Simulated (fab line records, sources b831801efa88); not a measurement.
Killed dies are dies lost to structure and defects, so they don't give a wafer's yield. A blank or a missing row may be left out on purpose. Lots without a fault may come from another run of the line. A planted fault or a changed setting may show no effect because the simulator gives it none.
fab line records | flow sfq_line
record lots=6 wafers=18 last_day=80
route steps=325 shown I0@54 M1@58
lots that met no fault: from a run of the same line without faults
start_h: hours from the record's first day to the start of the lot's first wafer shown | wait_h: hours since the lot's step before | " the same as in the row above | L1.1+2: a row that stands for several wafers | - no value, or no start given | * or withheld: withheld | < > ~ a bound
route shown NAME@n: a module of which the file shows steps, and the number in the route of the first | usual: mean/standard deviation of fault-free wafers | same: alike in all rows | chamber/n: place in a boat | sites: the reading at each site | _std_site: their standard deviation | _edge_site: outer sites' mean less inner sites' | radius_mm: how far each site lies from the wafer's centre | mask NAME#n: copy n | behind: the tool/chamber that last shaped the wafer | hold: why the lot was held/for how many hours/how that ended | device: the transistor (n, p or np) that didn't switch | end of line: the same wafers' tests at the end of the route | a step without rows: its recipe alone | killed: dies lost to structure and defects at the first sort, not the wafer's yield | map: a wafer's dies, x killed, . not, _ none there
set.NAME: the setting as run; set.NAME@STEP: as run at that earlier step | model.NAME: the simulator's own value behind a step, which no gauge read
lots at some steps of the route; a table a step, a row a wafer
services: from which hour (start_h, from the record's first day; less than 0 if before it) a tool's chamber was out of use, for how many hours, and why
## steps
# step SFQ_TRILAYER_I0_VIA_BARC_OPEN_VIA_ETCH_046
# recipe mask_material=PR chemistry=O2 target_depth_nm=125 target=BARC source_w=500 bias_w=80 pressure_mtorr=30 time_s=41.7
# usual drypump_motor_current_A=5.8/0.48 oes_product_au=0.685/0.0047
# columns lot.wafer tool chamber start_h wait_h drypump_motor_current_A oes_product_au rf_hours_counter_h
L931.1 rie_diel-03 0 373.39 0.0 6.4 0.682 11
L931.2 " 3 " " 5.0 0.682 102
L931.6 " 0 " " 6.4 0.683 -
L937.3 rie_diel-04 1 411.90 0.0 5.4 0.684 70
L937.5 " 2 " " 6.1 0.681 -
L937.6 " 1 " " 5.3 0.689 -
L938.2 rie_diel-04 2 416.70 0.0 6.1 0.682 70
L938.4 " 1 " " 5.4 0.680 -
L938.6 " 3 " " 5.6 0.689 -
L940.2 rie_diel-03 0 421.50 0.0 6.4 0.682 13
L940.3 " 3 " " 5.0 0.689 103
L940.6 " 1 " " 5.6 0.682 -
L947.2 rie_diel-04 2 438.30 0.0 6.1 0.689 71
L947.4 " 1 " " 5.3 0.687 71
L947.6 " 2 " " 6.1 0.686 -
L949.1 rie_diel-04 1 441.90 0.0 5.4 0.690 71
L949.3 " 0 " " 6.1 0.678 12
L949.6 " 3 " " 5.6 0.680 -
# step SFQ_TRILAYER_I0_VIA_ETCH_VIA_ETCH_034
# recipe target=SiO2 stop_on=Nb mask_material=PR taper_deg=20 chemistry=CHF3 target_depth_nm=260 source_w=500 bias_w=80 pressure_mtorr=30 time_s=withheld
# usual drypump_motor_current_A=5.8/0.48 oes_product_au=0.853/0.0048
# columns lot.wafer tool chamber start_h wait_h drypump_motor_current_A oes_product_au
L931.1 rie_diel-03 0 373.43 0.0 6.5 0.857
L931.2 " 3 " " 5.0 0.856
L931.6 " 0 " " 6.5 0.851
L937.3 rie_diel-04 1 411.94 0.0 5.4 0.849
L937.5 " 2 " " 6.1 0.859
L937.6 " 1 " " 5.4 0.856
L938.2 rie_diel-04 2 416.74 0.0 6.1 0.862
L938.4 " 1 " " 5.4 0.851
L938.6 " 3 " " 5.6 0.856
L940.2 rie_diel-03 0 421.54 0.0 6.4 0.852
L940.3 " 3 " " 5.0 0.860
L940.6 " 1 " " 5.6 0.855
L947.2 rie_diel-04 2 438.34 0.0 6.1 0.853
L947.4 " 1 " " 5.4 0.845
L947.6 " 2 " " 6.1 0.855
L949.1 rie_diel-04 1 441.94 0.0 5.3 0.858
L949.3 " 0 " " 6.1 0.849
L949.6 " 3 " " 5.6 0.850
# step SFQ_TRILAYER_I0_VIA_STRIP_STRIP_035
# recipe gas=O2 power_w=200 platen_temp_c=40 overash_fraction=0.65 chemistry=O2 pressure_mtorr=50
# usual drypump_motor_current_A=5.9/0.45 oes_product_au=1.006/0.0089
# columns lot.wafer tool chamber start_h wait_h drypump_motor_current_A oes_product_au rf_hours_counter_h
L931.1 rie_metal-04 0 373.54 - 6.3 1.013 126
L931.2 " 1 " " 5.7 1.004 58
L931.6 " 1 " " 5.7 1.002 -
L937.3 rie_metal-04 0 412.25 - 6.3 1.009 -
L937.5 " 0 " " 6.3 1.012 -
L937.6 " 1 " " 5.7 1.009 -
L938.2 rie_metal-03 0 416.85 - 5.5 1.002 86
L938.4 " 0 " " 5.6 0.999 -
L938.6 " 0 " " 5.5 1.003 -
L940.2 rie_metal-02 0 421.65 - 6.5 0.996 3
L940.3 " 1 " " 5.2 0.989 -
L940.6 " 0 " " 6.5 1.004 -
L947.2 rie_metal-03 1 438.45 - 6.3 1.028 45
L947.4 " 1 " " 6.3 1.019 -
L947.6 " 1 " " 6.3 1.021 -
L949.1 rie_metal-04 0 442.05 - 6.3 1.013 136
L949.3 " 0 " " 6.3 1.003 -
L949.6 " 0 " " 6.3 1.009 -
# step SFQ_TRILAYER_I0_VIA_STRIP_SOLV_CLEAN_036
# recipe chemistry=NMP temp_c=70 time_s=600
# step SFQ_TRILAYER_M1_DEP_PRE_CLEAN_038
# recipe gas=Ar time_s=22.5 bias_v=250
# step SFQ_TRILAYER_M1_DEP_SPUTTER_037
# recipe material=Nb base_pressure_pa=1.33e-06 chamber_pressure_pa=0.1333 substrate_temp_c=20 resputter_cathode_voltage_v=400 target_thk_nm=200 power_w=2000 time_s=133.3
# usual throttle_valve_pct=30.3/1.2
# columns lot.wafer tool chamber start_h wait_h throttle_valve_pct
L931.1 pvd_sputter-04 - 374.34 0.0 30.4
L931.2 " - " " 31.3
L931.6 " - " " 31.2
L937.3 pvd_sputter-04 - 412.86 0.0 31.9
L937.5 " - " " 30.2
L937.6 " - " " 31.9
L938.2 pvd_sputter-06 - 417.66 0.0 31.1
L938.4 " - " " 28.8
L938.6 " - " " 28.6
L940.2 pvd_sputter-05 - 422.46 0.0 29.7
L940.3 " - " " 32.7
L940.6 " - " " 32.8
L947.2 pvd_sputter-04 - 439.26 0.0 30.2
L947.4 " - " " 31.7
L947.6 " - " " 31.6
L949.1 pvd_sputter-04 - 442.86 0.0 31.3
L949.3 " - " " 32.0
L949.6 " - " " 30.3
# step SFQ_M1_RS_MEAS_909
# recipe thk_meas_gauge=four-point-probe reads=Nb_of_TRILAYER_M1_DEP_SPUTTER_037
# usual M1_NB_RS=0.893/0.01
# columns lot.wafer tool chamber start_h wait_h M1_NB_RS[ohm/sq]
L931.1 film_metro-03 - 374.43 0.0 0.889
L931.2 " - " " 0.881
L931.6 " - " " 0.875
L937.3 film_metro-03 - 412.99 0.1 0.886
L937.5 " - " " 0.905
L937.6 " - " " 0.898
L938.2 film_metro-03 - 417.77 0.1 0.894
L938.4 " - " " 0.891
L938.6 " - " " 0.897
L940.2 film_metro-04 - 422.57 0.1 0.888
L940.3 " - " " 0.885
L940.6 " - " " 0.883
L947.2 film_metro-03 - 439.37 0.1 0.895
L947.4 " - " " 0.882
L947.6 " - " " 0.888
L949.1 film_metro-01 - 442.95 0.0 0.905
L949.3 " - " " 0.889
L949.6 " - " " 0.902
# step SFQ_TRILAYER_M1_LITHO_COAT_044
# recipe resist=BARC spin_rpm=3000 resist_thk_nm=62
# step SFQ_TRILAYER_M1_LITHO_COAT_039
# recipe resist=KrF spin_rpm=3000 resist_thk_nm=600
# step SFQ_TRILAYER_M1_LITHO_SOFTBAKE_043
# recipe temp_c=withheld time_s=withheld resist=KrF
# step SFQ_TRILAYER_M1_LITHO_EXPOSE_040
# recipe mask_id=M1 na=0.6 source_shape=conventional sigma_outer=0.65 target_cd_nm=500 dose_mj=14.4
# step SFQ_TRILAYER_M1_LITHO_PEB_042
# recipe peb_temp_c=115 peb_time_s=60 resist=KrF
# usual chill_plate_temp_C=23.01/0.1 exhaust_pa=45.0/0.87
# columns lot.wafer tool chamber start_h wait_h chill_plate_temp_C exhaust_pa
L931.1 litho_track-03 0 382.52 1.0 23.04 45.7
L931.2 " 0 " " 22.94 46.6
L931.6 " 0 " " 23.04 46.7
L937.3 litho_track-02 - 415.59 0.7 - -
L937.5 " - " " - -
L937.6 " - " " - -
L938.2 litho_track-03 - 420.52 0.8 - -
L938.4 " - " " - -
L938.6 " - " " - -
L940.2 litho_track-03 0 424.70 0.8 22.97 45.1
L940.3 " 0 " " 22.94 45.3
L940.6 " 0 " " 22.95 44.9
L947.2 litho_track-03 0 441.58 0.8 22.99 45.3
L947.4 " 0 " " 22.93 44.4
L947.6 " 0 " " 22.87 45.6
L949.1 litho_track-03 0 445.16 1.0 23.07 45.2
L949.3 " 0 " " 23.32 44.9
L949.6 " 0 " " 23.06 45.7
# step SFQ_TRILAYER_M1_LITHO_DEVELOP_041
# recipe time_s=60 resist=KrF
## services
# columns tool chamber start_h hours kind
rie_diel-03 2 349.98 8.5 repair
pvd_sputter-05 - 355.46 3.4 repair
pvd_sputter-05 - 357.02 0.5 repair
rie_diel-03 0 359.54 1.6 repair
rie_metal-03 - 367.14 15.6 pm
rie_diel-04 2 367.31 6.4 repair
rie_diel-03 2 370.45 13.5 repair
rie_diel-04 1 372.51 7.6 repair
rie_metal-02 0 372.86 - clean
rie_metal-02 0 372.86 26.0 scheduled_down
rie_metal-02 0 372.86 26.0 vent_cycle
pvd_sputter-05 - 378.65 5.7 repair
rie_diel-03 3 380.38 6.4 repair
rie_metal-02 - 382.65 0.1 repair
rie_diel-04 0 386.40 35.5 repair
rie_diel-04 3 402.94 5.6 repair
rie_metal-04 0 404.19 1.8 repair
rie_diel-03 2 407.57 1.8 repair
rie_diel-03 1 410.37 4.4 repair
rie_diel-03 2 428.32 7.0 repair
rie_diel-03 0 432.10 11.9 repair
rie_metal-02 0 435.59 19.1 repair
## key
first_sign step=SFQ_TRILAYER_M1_LITHO_PEB_042 reading=tool_record direction=missing
effect none on later readings
met_at SFQ_TRILAYER_M1_LITHO_PEB_042
struck_wafers L937.3,L937.5,L937.6,L938.2,L938.4,L938.6
onset_between 382.52 415.59
fault kind=skipped_step_whole tool=litho_track-02,litho_track-03 chamber=- onset_h=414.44 steps=SFQ_TRILAYER_M1_LITHO_PEB_042 scope=struck_lots_only
